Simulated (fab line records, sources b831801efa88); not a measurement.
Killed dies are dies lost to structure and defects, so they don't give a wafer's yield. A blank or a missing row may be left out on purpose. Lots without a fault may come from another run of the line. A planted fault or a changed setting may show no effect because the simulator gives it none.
Chamber matching | flow sfq_line | SFQ_TRILAYER_I0_CMP_CMP_028 on cmp-01: 4 sister chambers
The step polishes SiO2. 4 wafers are shown with their chamber, then 8 later ones without.

WAFERS WITH THEIR CHAMBER
wafer  | chamber | motor_current_A (A)
L188.4 | 1       | 12.8
L188.5 | 3       | 11.3
L198.3 | 0       | 11.0
L199.4 | 2       | 10.5

WAFERS WITHOUT THEIR CHAMBER
wafer  | motor_current_A (A)
L199.1 | 10.4
L199.3 | 12.9
L200.1 | 11.1
L200.2 | 11.1
L200.4 | 10.4
L202.1 | 11.1
L202.3 | 10.9
L202.4 | 11.2

WHICH CHAMBER EACH WENT THROUGH
wafer  | from the rows above     | in truth
L199.1 | 2                       | 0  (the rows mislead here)
L199.3 | 1                       | 1
L200.1 | can't be placed: 0 or 3 | 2
L200.2 | can't be placed: 0 or 3 | 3
L200.4 | 2                       | 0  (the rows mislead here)
L202.1 | can't be placed: 0 or 3 | 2
L202.3 | 0                       | 0
L202.4 | can't be placed: 3 or 0 | 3
Placed correctly: 2 of 8. Can't be placed from these rows: 4 (the true chamber is among the candidates in 2). Placed wrongly: 2.
How it was worked out, from the rows above alone: a wafer's distance from a chamber is the root of the sum, over the readings, of the square of ((its reading less the chamber's mean) divided by the reading's scatter). The wafer belongs to the nearest chamber; if the next one is less than 2 further off, it can't be placed. A chamber's mean is the mean of its shown wafers. The scatter: with one shown wafer a chamber, the root of the mean of the squares of how far each hidden wafer lies from its nearest shown one.
